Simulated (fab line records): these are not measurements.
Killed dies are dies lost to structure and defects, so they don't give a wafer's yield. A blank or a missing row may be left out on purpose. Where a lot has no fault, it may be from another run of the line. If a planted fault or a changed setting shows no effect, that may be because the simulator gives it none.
Struck lot and sound lot, side by side | flow gf180mcu | 17 out of 602 route steps
Sound: wafers L240.2, L240.4, L240.5. Struck: wafers L256.1, L256.2 (left out: L256.5, a lot-mate that was not struck); the cause follows at the end.
Per side, at each step with rows, come the tool, then ch with its chambers, and then its first start. Under that, the readings that differ: sound wafers | struck wafers | difference of the means | sigmas: that difference in standard deviations of wafers without a fault.
alike: a reading whose means differ by less than 2 such deviations, as well as words and numbers matching on both sides. not compared: withheld readings; readings where some wafer has no value; bounds like >300 that might hide an equal value; numbers whose values overlap and for which the record gives no deviation.
The two part at a step that has a row with sigmas, a row that says differs or no value, or rows on one side only. Non-overlapping numbers with no deviation appear without sigmas and do not part them. A reading missing from all wafers of one side parts the sides only when that side holds two or more wafers.

first, 4 steps without rows for these wafers: GF_M3_SOFTBAKE_10 (time 60 s); GF_M3_EXPOSE_11 (exposes mask Metal3, target cd 280 nm); GF_M3_PEB_12 (peb time 90 s); GF_M3_DEVELOP_13 (develop time 60 s).
GF_M3_CD_MEAS_14 targets a cd of 280 nm.
  struck on cd_sem-02, day 27 03:26; sound on cd_sem-02, day 21 09:22
  alike: cd_nm
GF_M3_OVL_MEAS_15:
  struck on overlay-01, day 27 03:33; sound on overlay-02, day 21 09:29
  alike: M3_OVL
GF_M3_METAL_ETCH_16: etches the open film in Cl2/BCl3, stops on SiO2, target depth 750.8 nm, time 125.1 s.
  sound on rie_metal-01 ch 0,1, day 21 09:31; struck on rie_metal-03 ch 0,1, day 27 03:35
  alike: drypump_motor_current_A, oes_product_au, throttle_valve_pct
  not compared: rf_hours_counter_h
GF_M3_STRIP_17: strips in O2/N2.
  sound on plasma_asher-03 ch 0,1, day 21 09:38; struck on plasma_asher-03 ch 0,1, day 27 03:43
  alike: drypump_motor_current_A, heater_power_w, oes_product_au, strip_time_to_endpoint_s
  not compared: rf_hours_counter_h
then, 3 steps without rows for these wafers: GF_M3_STRIP_18 (strips in post etch residue remover, time 1200 s); GF_M3_CLEAN_19 (cleans in DIW); GF_V3_CVD_00 (deposits SiO2, target thk 600 nm, time 100 s).
GF_V3_THK_MEAS_01:
  struck on film_metro-01, day 27 04:22; sound on film_metro-02, day 21 10:40
  alike: V3_CVD_00_THK
GF_V3_CVD_02: deposits SiO2 from TEOS, target thk 850 nm, time 94.851 s.
  sound on pecvd-02 ch 0,2, day 21 10:43; struck on pecvd-01 ch 0,2, day 27 04:25
  reading                             | sound             | struck      | difference | sigmas
  run_length_s (s)                    | 121.6 122.3 121.3 | 114.8 115.4 | -6.6       | -11
  model.SiO2_of_V3_CVD_02.thk_nm (nm) | 849.4 845.2 859.7 | 767.4 777.1 | -79.2      |
  alike: heater_power_w
GF_V3_THK_MEAS_03:
  struck on film_metro-02, day 27 04:29; sound on film_metro-01, day 21 10:47
  reading            | sound       | struck  | difference | sigmas
  V3_CVD_02_THK (nm) | 851 845 859 | 767 777 | -80        | -7
GF_V3_CMP_04: polishes SiO2.
  sound on cmp-02 ch 2,3, day 21 10:50; struck on cmp-01 ch 1,2, day 27 04:39
  reading                | sound    | struck | difference | sigmas
  time_to_endpoint_s (s) | 83 79 83 | 48 50  | -33        | -6
  alike: motor_current_A
GF_V3_BOW_MEAS_05:
  struck on film_metro-03, day 27 04:51; sound on film_metro-01, day 21 11:09
  alike: V3_BOW
following that, these wafers have no rows for 1 step: GF_PASSIVATION_PROBE_99.

## WHERE THEY PART
First at GF_V3_CVD_02; last, within this record, at GF_V3_CMP_04. Later steps at which nothing parts them and some readings are alike: GF_V3_BOW_MEAS_05.

WHY: what the simulator had put in
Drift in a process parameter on pecvd-01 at GF_V3_CVD_02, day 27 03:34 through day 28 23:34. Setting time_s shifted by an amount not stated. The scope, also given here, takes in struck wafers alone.
